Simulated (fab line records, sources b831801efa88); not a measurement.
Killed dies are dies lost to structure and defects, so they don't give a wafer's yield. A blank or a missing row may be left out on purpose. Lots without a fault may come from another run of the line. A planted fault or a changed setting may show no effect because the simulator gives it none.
Problem report in the 8D (eight disciplines) form, filled by code | flow sky130 | the parts of the form that need people (team, actions taken, sign-off) are left out

1. THE PROBLEM
strip_time_to_endpoint_s at SKY_CAPM_STRIP_14 reads a mean of 13.29 s on 6 wafers of 2 lots; wafers without a fault read 12.72 s with a standard deviation of 0.041. That is +14 standard deviations from the usual mean.
The step: strips in O2/N2.
First seen on wafer L114.3, day 42 10:02, on plasma_asher-01. The record holds 30 wafers of 10 lots with a number at this step. Rule for "out", or "out of limits": more than 4 standard deviations from the usual mean. The other wafers with a number count as sound.

2. WHAT IT IS AND WHAT IT IS NOT
question                    | is                       | is not
which readings at this step | strip_time_to_endpoint_s | drypump_motor_current_A, oes_product_au
which lots                  | L114, L115               | L100, L102, L104, L106, L109, L116, L119, L121
which wafers of those lots  | all that have a number   | -
read on which tools         | plasma_asher-01          | plasma_asher-02, plasma_asher-03
when                        | from day 42 10:02        | up to then (15 sound wafers); but 9 sound wafers of L116, L119, L121 came after

3. SUSPECTS, AND WHAT RULES EACH OUT
Counting: a tool at a process step up to the reading stays a suspect if it ran every lot that is out and no sound lot after the first of them.
- pvd_sputter-04 at SKY_METAL3_SPUTTER_00 (material Ti, target thk 15 nm, time 10 s): ruled out as a lasting fault. Sound lots L121 ran on it after its first lot that is out, L114 (day 41 10:53).
- litho_track-01 at SKY_CAPM_COAT_07 (resist thk 1140 nm): kept. It ran every lot that is out, first L114 (day 41 22:08), and no sound lot after that; its last sound lot up to then is L109 (day 40 04:31).
- plasma_asher-01 at SKY_CAPM_STRIP_14 (strips in O2/N2): ruled out as a lasting fault. Sound lots L121 ran on it after its first lot that is out, L114 (day 42 10:02).
Left after counting: litho_track-01 at SKY_CAPM_COAT_07.

4. THE CAUSE (what the simulator had put in)
Process parameter drift: litho_track-01, from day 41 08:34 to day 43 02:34, at SKY_CAPM_COAT_07. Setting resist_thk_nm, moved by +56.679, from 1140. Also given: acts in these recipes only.
Counting left only this tool.

5. THE CHAIN OF EFFECTS, in route order
Each row: a reading whose mean over the struck wafers that have a number lies more than 3 standard deviations from the usual. Only readings for which the record gives a usual standard deviation are gone through. hours: the time from each lot's start at the first step in this table that gives one to its start at this step, as a median over the lots. sigmas: the change in usual standard deviations.
hours | step              | reading                  | usual   | on struck wafers | change | sigmas
0     | SKY_CAPM_STRIP_14 | strip_time_to_endpoint_s | 12.72 s | 13.29            | +0.56  | +14
The process steps in it:
- SKY_CAPM_STRIP_14: strips in O2/N2.

6. WHAT WOULD HAVE CAUGHT IT SOONER
In this record the first reading out of limits was taken at day 42 10:02, 25 hours after the fault began at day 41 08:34.
Of the tool readings at SKY_CAPM_COAT_07 for which the record gives a usual standard deviation, none was out on any struck wafer, so an alarm limit of 4 standard deviations on them would not have fired.
All the lots that are out (2) had begun SKY_CAPM_COAT_07 on litho_track-01 by day 42 10:02. A hold on the tool at that time would have spared none of them.
